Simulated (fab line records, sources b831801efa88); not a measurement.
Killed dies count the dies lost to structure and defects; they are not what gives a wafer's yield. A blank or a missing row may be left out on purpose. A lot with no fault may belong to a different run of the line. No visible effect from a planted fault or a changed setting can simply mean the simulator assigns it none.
Which of the tools did it? ; flow sky130 ; 30 wafers from 10 lots sampled at 2 of the route's 708 steps

## WHAT THE GAUGES SHOWED, per wafer
SKY_METAL4_CD_MEAS_13 targets a cd of 300 nm.
lot;measured;on;cd nm (nm)
L958;day 43 00:24;cd sem-01;297.0 297.8 298.1
L959;day 43 03:19;cd sem-02;299.8 299.1 300.6
L961;day 43 13:32;cd sem-01;296.9 297.2 296.0
L962;day 44 04:19;cd sem-02;301.5 301.8 300.4
L963;day 44 07:49;cd sem-02;297.9 297.3 297.6
L966;day 44 22:17;cd sem-02;301.0 300.6 301.7
L967;day 45 05:17;cd sem-02;297.4 299.8 300.5
L972;day 46 20:14;cd sem-01;301.6 300.7 300.1
L978;day 48 05:11;cd sem-01;300.7 300.9 300.6
L976;day 48 08:39;cd sem-01;301.6 301.1 300.4

SKY_VIA4_RS_MEAS_19: measures by four-point-probe.
lot;measured;on;VIA4_W_RS (ohm/sq)
L958;day 44 02:46;film metro-01;0.226 0.229 0.225
L959;day 44 05:01;film metro-01;0.228 0.231 0.230
L961;day 44 15:06;film metro-03;0.226 0.221 0.227
L962;day 45 05:02;film metro-01;0.219 0.225 0.220
L963;day 45 09:22;film metro-01;0.227 0.228 0.221
L966;day 45 23:19;film metro-02;0.230 0.227 0.229
L967;day 46 05:31;film metro-01;0.228 0.231 0.222
L972;day 47 19:14;film metro-01;0.222 0.225 0.220
L978;day 49 02:13;film metro-01;0.227 0.221 0.226
L976;day 49 05:06;film metro-03;0.223 0.223 0.229

## TOOL THAT RAN EACH LOT (tool first, then ch and the chambers of the sampled wafers, then the start)
The record shows no process step preceding these readings.

## WHAT THE TOOLS THEMSELVES READ (means of the sampled wafers that have a number; where no wafer has one, the mark that the record gives instead)
The record holds no such reading with a usual standard deviation.

## THE ANSWER, worked out from the rows above alone
Rule: the usual values come from the lots themselves. Put in order of their means at a reading, lots are off if they are a third of the lots or fewer, leave a main group of 4 or more, and stand apart from it by a gap of 3 or more times the standard deviation of the main group's means; of several such gaps the widest counts. A main group whose means are all the same, to the digits that the tables above print for the reading, isn't used. A lot without any number at a reading at which 4 lots or more have one is off too. All remaining lots with rows at the step are treated as sound. Order of review: gauges by route order, followed by the tools' own readings, for which a lot's mean as printed above is used. At the first step where some lot is off, the reading lying furthest off is the one used; lots without a number count as furthest.
No lot is off at any reading shown: from this, nothing can be told.

## WHAT THE SIMULATOR HAD PUT IN
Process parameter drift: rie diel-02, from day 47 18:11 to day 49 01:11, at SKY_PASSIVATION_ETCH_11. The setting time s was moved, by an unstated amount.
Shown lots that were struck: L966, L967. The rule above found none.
